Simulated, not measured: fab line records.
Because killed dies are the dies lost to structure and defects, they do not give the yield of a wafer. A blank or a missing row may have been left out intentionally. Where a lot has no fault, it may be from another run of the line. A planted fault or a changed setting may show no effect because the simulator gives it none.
8D (eight disciplines) problem report, filled in by code :: flow gf180mcu :: the parts of the form that need people (team, actions taken, sign-off) are left out

## 1. THE PROBLEM
Wafers without a fault read 400.5 nm, standard deviation 2.5; cd nm at GF_HV_LDD_CD_MEAS_31 reads a mean of 417.3 nm on 6 wafers belonging to 2 lots. Measured from the usual mean, that is +6.7 standard deviations.
The step: target cd 400 nm.
First seen on wafer L419.2, day 15 18:25, on cd sem-02. At this step, 36 wafers from 12 lots have a number in the record. The rule behind "out" and "out of limits": a value lying over 4 standard deviations away from the usual mean. The rest of the wafers with a number are treated as sound.

## 2. WHAT IT IS AND WHAT IT IS NOT
question: which readings at this step
is: cd nm
is not: -

question: which lots
is: L419, L420
is not: L406, L407, L408, L410, L412, L414, L423, L424, L425, L429

question: which wafers of those lots
is: all that have a number
is not: -

question: read on which gauges
is: cd sem-01, cd sem-02
is not: -

question: when
is: from day 15 18:25
is not: up to then (18 sound wafers); but 12 sound wafers of L423, L424, L425, L429 came after

## 3. THE SUSPECTS, EACH WITH WHAT RULES IT OUT
Counting: a tool at a process step up to the reading stays a suspect if it ran every lot that is out and no sound lot after the first of them.
- ruled out: the gauge at GF_HV_LDD_CD_MEAS_31. Those wafers that are out were read across 2 gauges (cd sem-01, cd sem-02).
- iline stepper-02 at GF_HV_LDD_EXPOSE_28 (exposes mask Nplus HV AREA, target cd 400 nm): kept. It ran every lot that is out, first L419 (day 15 07:29), and no sound lot after that; its last sound lot up to then is L412 (day 13 03:53). Its own readings are out on those wafers: exposure dose mJ cm2.
Left after counting: iline stepper-02 at GF_HV_LDD_EXPOSE_28.

## 4. THE CAUSE (what the simulator had put in)
Process parameter drift: iline stepper-02, from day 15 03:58 on, at GF_HV_LDD_EXPOSE_28. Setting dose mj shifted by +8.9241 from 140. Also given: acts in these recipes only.
Only this tool survived the counting.

## 5. THE EFFECT CHAIN, in route order
Rows list readings where the struck wafers' mean (over those with a number) sits beyond 3 standard deviations from the usual. Only readings for which the record gives a usual standard deviation are gone through. hours: the time from each lot's start at the first step in this table that gives one to its start at this step, as a median over the lots. sigmas: the change in usual standard deviations.
hours: 0
step: GF_HV_LDD_EXPOSE_28
reading: exposure dose mJ cm2
usual: 139.99
on struck wafers: 148.94
change: +8.95
sigmas: +60

hours: 11
step: GF_HV_LDD_CD_MEAS_31
reading: cd nm
usual: 400.5 nm
on struck wafers: 417.3
change: +16.8
sigmas: +6.7
Process steps it contains:
- GF_HV_LDD_EXPOSE_28: exposes mask Nplus HV AREA, target cd 400 nm.
At these later measuring or inspecting steps, every struck wafer for which the step has a row has a number for every such reading, and none has moved that far: GF_M2_THK_MEAS_06, GF_V2_THK_MEAS_01.

## 6. HOW IT WOULD HAVE BEEN CAUGHT EARLIER
Counted from the fault's start at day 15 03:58, it took 14 hours until the first out-of-limits reading at a measuring or inspecting step in this record, taken at day 15 18:25.
At GF_HV_LDD_EXPOSE_28, the tool's own readings (exposure dose mJ cm2) were out on each struck wafer the step has a row for, so an alarm limit on them would have fired on the first such wafer.
By day 15 18:25, every lot that is out (2) had started GF_HV_LDD_EXPOSE_28 on iline stepper-02. None of them would have been spared by holding the tool at that moment.
